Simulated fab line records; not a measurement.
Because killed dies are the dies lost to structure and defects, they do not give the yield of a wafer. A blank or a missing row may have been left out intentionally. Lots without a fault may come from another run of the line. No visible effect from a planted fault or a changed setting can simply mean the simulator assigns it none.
Chamber matching	flow sky130	cmp-02 running SKY_VIA4_CMP_02: 4 sister chambers
The step polishes SiO2. 8 wafers are shown with their chamber, then 10 later ones without.

WAFERS, EACH WITH ITS CHAMBER
wafer	chamber	motorCurrentA (A)
L079.2	2	15.6
L081.3	2	14.7
L081.4	3	13.9
L081.6	1	10.7
L082.2	3	13.9
L082.5	0	11.8
L087.1	0	11.6
L087.3	1	10.1

WAFERS WITHOUT THEIR CHAMBER
wafer	motorCurrentA (A)
L087.6	10.6
L088.2	10.0
L088.3	15.6
L088.4	11.6
L089.2	13.9
L089.5	10.0
L089.6	12.0
L095.1	11.4
L095.3	14.9
L095.5	14.9

WHICH CHAMBER EACH ONE RAN IN
wafer	from the rows above	in truth
L087.6	1	1
L088.2	1	1
L088.3	2	2
L088.4	0	0
L089.2	3	3
L089.5	1	1
L089.6	0	0
L095.1	can't be placed: 0 or 1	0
L095.3	can't be placed: 2 or 3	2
L095.5	can't be placed: 2 or 3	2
Correct placement for 7 of the 10. Cannot be placed on the basis of these rows: 3; the candidates contain the true chamber in 3. 0 placed wrongly.
How it was worked out, from the rows above alone: a wafer's distance from a chamber is the root of the sum, over the readings, of the square of ((its reading less the chamber's mean) divided by the reading's scatter). The wafer belongs to the nearest chamber; if the next one is less than 2 further off, it can't be placed. Each chamber's mean is taken over the wafers shown for it. The scatter: the root of (the sum of the squares of (reading less its chamber's mean) over the shown wafers, divided by (wafers less chambers)).
